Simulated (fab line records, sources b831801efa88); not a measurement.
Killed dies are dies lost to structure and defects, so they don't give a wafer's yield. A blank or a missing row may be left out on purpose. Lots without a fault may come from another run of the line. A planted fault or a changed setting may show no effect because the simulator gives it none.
Chamber matching | flow sky130 | SKY_LI_CONTACT_ETCH_14 on rie_diel-01: 4 sister chambers
The step etches BARC in N2/H2, stops on SiO2, time 45.9 s, target depth 60 nm. 8 wafers are shown with their chamber, then 7 later ones without.

WAFERS WITH THEIR CHAMBER
wafer  | chamber | drypump_motor_current_A (A) | chamber_pressure_mTorr (mTorr)
L086.3 | 2       | 5.4                         | 30.036
L088.4 | 2       | 5.4                         | 30.058
L088.5 | 0       | 6.3                         | 29.980
L089.2 | 0       | 6.2                         | 30.014
L089.3 | 1       | 5.3                         | 30.037
L089.5 | 3       | 6.2                         | 29.971
L093.2 | 3       | 6.2                         | 30.015
L093.4 | 1       | 5.2                         | 29.988

WAFERS WITHOUT THEIR CHAMBER
wafer  | drypump_motor_current_A (A) | chamber_pressure_mTorr (mTorr)
L093.6 | 5.4                         | 30.011
L095.1 | 6.2                         | 30.016
L095.3 | 6.2                         | 30.001
L095.6 | 6.3                         | 30.039
L097.1 | 5.3                         | 29.965
L097.3 | 6.3                         | 30.027
L097.6 | 6.2                         | 29.991

WHICH CHAMBER EACH WENT THROUGH
wafer  | from the rows above     | in truth
L093.6 | can't be placed: 2 or 1 | 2
L095.1 | can't be placed: 3 or 0 | 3
L095.3 | can't be placed: 3 or 0 | 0
L095.6 | can't be placed: 0 or 3 | 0
L097.1 | can't be placed: 1 or 2 | 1
L097.3 | can't be placed: 0 or 3 | 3
L097.6 | can't be placed: 3 or 0 | 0
Placed correctly: 0 of 7. Can't be placed from these rows: 7 (the true chamber is among the candidates in 7). Placed wrongly: 0.
How it was worked out, from the rows above alone: a wafer's distance from a chamber is the root of the sum, over the readings, of the square of ((its reading less the chamber's mean) divided by the reading's scatter). The wafer belongs to the nearest chamber; if the next one is less than 2 further off, it can't be placed. A chamber's mean is the mean of its shown wafers. The scatter: the root of (the sum of the squares of (reading less its chamber's mean) over the shown wafers, divided by (wafers less chambers)).
